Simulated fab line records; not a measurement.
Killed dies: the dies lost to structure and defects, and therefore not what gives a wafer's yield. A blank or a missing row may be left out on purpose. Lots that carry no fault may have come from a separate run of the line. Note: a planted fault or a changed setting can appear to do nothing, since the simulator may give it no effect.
fab line records	flow sky130
record lots=7	wafers=21	last-day=50
route steps=708 shown LDD_N@237
lots untouched by any fault: they come from a run of this same line in which no faults occurred
start-h: hours from the record's first day to the start of the lot's first wafer shown	wait-h: hours from the lot's prior step to this one	" repeats the value in the row above	L1.1+2: a single row standing in for several wafers	- value missing, or start not given	* or withheld: withheld	< > ~ a bound
route shown NAME@n: NAME is a module with steps in the file, n the number in the route of the first one	usual: the fault-free wafers' mean and standard deviation	same: alike in all rows	chamber/n: place in a boat	sites: per-site readings	_std_site: standard deviation across them	_edge_site: the outer-site mean with the inner-site mean subtracted	radius-mm: for every site, how far away it sits from the centre of the wafer	mask NAME#n: copy n	behind: the most recent tool/chamber to have shaped the wafer	hold: cause of the lot's hold/its duration in hours/its outcome	device: names the non-switching transistor (n, p or np)	end of line: tests of these same wafers at the route's end	a step given without rows: its recipe and nothing more	killed: the dies lost at the first sort to structure and to defects; this is not the yield of the wafer	map: a wafer's dies, x killed, . not, _ none there
set.NAME: the setting that was run; set.NAME@STEP: the one run at that earlier step	model.NAME: the simulator's own value behind a step, which no gauge read
lots at some steps of the route; a table a step, a row a wafer
services: from which hour (start-h, from the record's first day; less than 0 if before it) a tool's chamber was out of use, for how many hours, and why
## steps
# step SKY_LDD_N_DEHYDRATE_00
# recipe temp-c=200	time-s=60
# step SKY_LDD_N_HMDS_01
# recipe prime-time-s=60	prime-temp-c=120
# step SKY_LDD_N_COAT_02
# recipe resist=NOVOLAK	spin-rpm=3000	resist-thk-nm=300
# step SKY_LDD_N_SOFTBAKE_03
# recipe temp-c=90	time-s=60	resist=NOVOLAK
# step SKY_LDD_N_EXPOSE_04
# recipe mask-id=NTM	target-cd-nm=840	na=0.6	source-shape=conventional	sigma-outer=0.6	dose-mj=110
# step SKY_LDD_N_PEB_05
# recipe temp-c=withheld	time-s=*	resist=NOVOLAK
# step SKY_LDD_N_DEVELOP_06
# recipe develop-time-s=60	dev-temp-c=23
# step SKY_LDD_N_OVL_MEAS_07
# usual LDD_N_OVL=1.5/1.6
lot.wafer	tool	chamber	start-h	wait-h	LDD_N_OVL[nm]
L982.2	overlay-02	-	438.74	0.1	0.3
L982.3	"	-	"	"	1.8
L982.6	"	-	"	"	1.3
L993.1	overlay-02	-	521.89	0.1	4.9
L993.2	"	-	"	"	4.3
L993.4	"	-	"	"	3.6
L995.2	overlay-01	-	556.59	0.1	0.0
L995.4	"	-	"	"	0.1
L995.6	"	-	"	"	-0.6
L994.3	overlay-02	-	559.25	0.1	2.6
L994.5	"	-	"	"	2.3
L994.6	"	-	"	"	2.5
L998.3	overlay-01	-	570.90	0.1	1.5
L998.4	"	-	"	"	-0.1
L998.5	"	-	"	"	0.4
L101.2	overlay-02	-	589.15	0.1	0.1
L101.3	"	-	"	"	0.5
L101.5	"	-	"	"	0.9
L102.1	overlay-01	-	607.64	0.1	-0.1
L102.3	"	-	"	"	-0.3
L102.4	"	-	"	"	-1.8
# step SKY_LDD_N_IMPLANT_08
# recipe species=As	energy-kev=20	dose-cm2=7.5e+13	tilt-deg=withheld	rotation-deg=23
# step SKY_LDD_N_IMPLANT_09
# recipe species=As	energy-kev=20	dose-cm2=7.5e+13	tilt-deg=withheld	rotation-deg=113
# step SKY_LDD_N_IMPLANT_10
# recipe species=As	energy-kev=20	dose-cm2=7.5e+13	tilt-deg=withheld	rotation-deg=203
# step SKY_LDD_N_IMPLANT_11
# recipe species=As	energy-kev=20	dose-cm2=7.5e+13	tilt-deg=withheld	rotation-deg=293
# step SKY_LDD_N_IMPLANT_12
# recipe species=BF2	energy-kev=50	dose-cm2=5e+12	tilt-deg=30	rotation-deg=0
# usual beam-energy-keV=50.001/0.016	beam-on-s=9.97/0.2
lot.wafer	tool	chamber	start-h	wait-h	beam-energy-keV	beam-on-s
L982.2	implanter-03	0	439.40	0.1	49.986	9.90
L982.3	"	0	"	"	50.000	10.18
L982.6	"	0	"	"	50.003	9.83
L993.1	implanter-04	-	522.52	0.1	-	-
L993.2	"	-	"	"	-	-
L993.4	"	-	"	"	-	-
L995.2	implanter-04	-	557.25	0.1	-	-
L995.4	"	-	"	"	-	-
L995.6	"	-	"	"	-	-
L994.3	implanter-02	-	559.92	0.1	-	-
L994.5	"	-	"	"	-	-
L994.6	"	-	"	"	-	-
L998.3	implanter-02	0	571.57	0.1	50.030	10.00
L998.4	"	0	"	"	50.009	9.81
L998.5	"	0	"	"	50.020	9.89
L101.2	implanter-03	0	589.80	0.1	49.982	10.09
L101.3	"	0	"	"	49.989	10.04
L101.5	"	0	"	"	50.018	10.20
L102.1	implanter-04	0	608.27	0.1	49.996	9.99
L102.3	"	0	"	"	50.000	9.95
L102.4	"	0	"	"	50.007	10.07
# step SKY_LDD_N_IMPLANT_13
# recipe species=BF2	energy-kev=50	dose-cm2=5e+12	tilt-deg=30	rotation-deg=90
## services
tool	chamber	start-h	hours	kind
implanter-02	-	438.32	5.7	repair
implanter-04	-	524.04	15.6	pm
implanter-03	-	552.69	13.0	repair
implanter-02	-	585.10	5.4	pm
## key
first-sign step=SKY_LDD_N_IMPLANT_12	reading=tool-record	direction=missing
effect none on later readings
met-at SKY_LDD_N_IMPLANT_12
struck-wafers L993.1,L993.2,L993.4,L994.3,L994.5,L994.6,L995.2,L995.4,L995.6
later-rows-left-out L993.1,L993.2,L993.4,L994.3,L994.5,L994.6,L995.2,L995.4,L995.6
sort-left-out L993.1,L993.2,L993.4,L994.3,L994.5,L994.6,L995.2,L995.4,L995.6
tester-left-out L993,L994,L995
fault kind=skipped-step-whole	tool=implanter-02,implanter-04	chamber=-	onset-h=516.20	steps=SKY_LDD_N_IMPLANT_12	scope=struck-lots-only
# tester-left-out: of these lots the tester's yield and bins aren't shown, on N5 and GAA mostly nor the transistor test; their killed dies are dies lost to structure and defects alone, not to doping, threshold or leakage, so they don't give the yield
# sort-left-out: the simulated sort isn't trusted on such a fault, so these wafers' sort isn't shown, and their yield isn't known
# later-rows-left-out: the simulator's readings of these wafers behind a module that went badly wrong aren't trusted and aren't shown, but for the sort
